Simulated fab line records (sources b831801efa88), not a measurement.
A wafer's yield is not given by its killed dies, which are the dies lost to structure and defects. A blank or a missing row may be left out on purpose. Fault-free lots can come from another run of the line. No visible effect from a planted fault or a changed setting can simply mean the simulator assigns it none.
Matching of chambers :: flow sky130 :: SKY_VIA4_CMP_02 on cmp-02: 4 sister chambers
The step polishes SiO2. 4 wafers are shown with their chamber, then 7 later ones without.

== WAFERS WITH THEIR CHAMBER ==
wafer: L315.6
chamber: 3
motor-current-A (A): 11.1

wafer: L318.5
chamber: 1
motor-current-A (A): 13.6

wafer: L320.3
chamber: 0
motor-current-A (A): 12.2

wafer: L320.4
chamber: 2
motor-current-A (A): 11.3

== WAFERS MISSING THEIR CHAMBER ==
wafer: L320.6
motor-current-A (A): 12.6

wafer: L321.3
motor-current-A (A): 12.2

wafer: L321.4
motor-current-A (A): 14.3

wafer: L321.6
motor-current-A (A): 14.0

wafer: L322.1
motor-current-A (A): 11.3

wafer: L322.2
motor-current-A (A): 14.1

wafer: L322.4
motor-current-A (A): 12.0

== WHICH CHAMBER EACH WENT THROUGH ==
wafer: L320.6
from the rows above: can't be placed: 0 or 1
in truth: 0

wafer: L321.3
from the rows above: 0
in truth: 0

wafer: L321.4
from the rows above: 1
in truth: 1

wafer: L321.6
from the rows above: 1
in truth: 1

wafer: L322.1
from the rows above: can't be placed: 2 or 3
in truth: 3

wafer: L322.2
from the rows above: 1
in truth: 1

wafer: L322.4
from the rows above: can't be placed: 0 or 2 or 3
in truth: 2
Correctly placed: 4 of 7. These rows do not allow placing 3 (true chamber among the candidates in 3). Placed wrongly: 0.
How it was worked out, from the rows above alone: a wafer's distance from a chamber is the root of the sum, over the readings, of the square of ((its reading less the chamber's mean) divided by the reading's scatter). If the next closest chamber is less than 2 further off than the closest, the wafer can't be placed; otherwise it belongs to the closest. Each chamber's mean is taken over the wafers shown for it. The scatter: root of mean squared gap, hidden wafer to nearest shown wafer, with one shown wafer a chamber.
